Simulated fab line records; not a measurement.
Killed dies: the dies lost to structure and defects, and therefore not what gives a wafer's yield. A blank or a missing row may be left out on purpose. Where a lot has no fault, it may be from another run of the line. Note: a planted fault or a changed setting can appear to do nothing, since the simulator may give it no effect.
Lot-split experiment + flow sky130 + 5 lots, 23 wafers read, on a route of 708 steps

## THE SPLIT ITSELF
At SKY_VT_ADJUST_HVTP_EXPOSE_04 (exposes mask HVTPM, target cd 380 nm), the setting dose-mj was moved away from the recipe's 140 on 10 of the 23 wafers read, by -5.6% to +6.6%. The other wafers ran this setting at the recipe's value.

## FROM THE SPLIT TO THE READING: what the file shows between them, 2 steps
- SKY_VT_ADJUST_HVTP_PEB_05
- SKY_VT_ADJUST_HVTP_DEVELOP_06: develop time 60 s

## THE READING
Shown in nm: cd-nm at SKY_VT_ADJUST_HVTP_CD_MEAS_07, with target cd 380 nm. Typical for fault-free wafers on this fab line: 379.6 nm, with standard deviation 2.8 nm.

| wafer  | tool, chamber at the split | dose-mj as run | against the recipe | cd-nm, nm | against lot-mates on the recipe |
|--------|----------------------------|----------------|--------------------|-----------|---------------------------------|
| L074.1 | iline-stepper-02, 0        | 140            | recipe             | 374.4     | -                               |
| L074.3 | iline-stepper-02, 0        | 149.3          | +6.6%              | 396.5     | +21.7                           |
| L074.4 | iline-stepper-02, 0        | 149.3          | +6.6%              | 395.2     | +20.4                           |
| L074.5 | iline-stepper-02, 0        | 140            | recipe             | 375.2     | -                               |
| L074.6 | iline-stepper-02, 0        | 149.3          | +6.6%              | 394.7     | +19.9                           |
| L075.1 | iline-stepper-02, 0        | 140            | recipe             | 380.0     | -                               |
| L075.3 | iline-stepper-02, 0        | 134            | -4.3%              | 368.7     | -12.1                           |
| L075.4 | iline-stepper-02, 0        | 140            | recipe             | 380.5     | -                               |
| L075.5 | iline-stepper-02, 0        | 134            | -4.3%              | 368.4     | -12.4                           |
| L075.6 | iline-stepper-02, 0        | 140            | recipe             | 381.8     | -                               |
| L078.2 | iline-stepper-01, 0        | 140            | recipe             | 380.4     | -                               |
| L078.3 | iline-stepper-01, 0        | 140            | recipe             | 382.1     | -                               |
| L078.4 | iline-stepper-01, 0        | 132.1          | -5.6%              | 364.4     | -17.1                           |
| L078.5 | iline-stepper-01, 0        | 140            | recipe             | 381.9     | -                               |
| L078.6 | iline-stepper-01, 0        | 132.1          | -5.6%              | 363.5     | -18.0                           |
| L079.1 | iline-stepper-01, 0        | 140            | recipe             | 380.4     | -                               |
| L079.2 | iline-stepper-01, 0        | 140            | recipe             | 380.4     | -                               |
| L079.3 | iline-stepper-01, 0        | 140            | recipe             | 380.9     | -                               |
| L081.2 | iline-stepper-02, 0        | 145.6          | +4.0%              | 389.8     | +12.2                           |
| L081.3 | iline-stepper-02, 0        | 145.6          | +4.0%              | 387.6     | +10.0                           |
| L081.4 | iline-stepper-02, 0        | 140            | recipe             | 378.2     | -                               |
| L081.5 | iline-stepper-02, 0        | 145.6          | +4.0%              | 389.2     | +11.6                           |
| L081.6 | iline-stepper-02, 0        | 140            | recipe             | 377.0     | -                               |

FIT RESULTS
A straight line over all 23 wafers: cd-nm changes by +2.51 nm for each +1% of dose-mj; r = +0.98; the points scatter about the line by 2 nm.
The same after taking each lot's own level away (the mean of its wafers on the recipe; 23 wafers): +3.03 nm for each +1%; r = +1.00; scatter 0.82 nm.
According to that fit, moving dose-mj by its largest amount changes the reading by 20 nm.
Measured against the standard deviation above, the lots' own levels, which go from 374.80 to 381.47 nm, span 2.4 times it.
Thus the slope moves with the lot-to-lot level: the two fits are different.
Check: with one of the wafers moved furthest among these (+6.6%) left out of the fit, the line predicts +19.7 nm for it against its lot-mates. It came out at +21.7 nm against them.

## FURTHER SPLITS ON THESE WAFERS
Before the reading, these wafers also passed through other splits. Each is held against what the fit with the lots' levels taken away leaves over:
| other split on the same wafers  | wafers away from the commonest value | r with cd-nm (lot level and that fit taken away) |
|---------------------------------|--------------------------------------|--------------------------------------------------|
| SKY_FIELD_ISO_EXPOSE_10 dose-mj | 11                                   | +0.14                                            |
| SKY_FIELD_ISO_ETCH_14 time-s    | 2                                    | +0.39                                            |
| SKY_NWELL_IMPLANT_24 dose-cm2   | 5                                    | +0.40                                            |

## THE FILE'S OWN FIT
cd-nm changes by +3.03 nm for each +1% of dose-mj, r = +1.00.
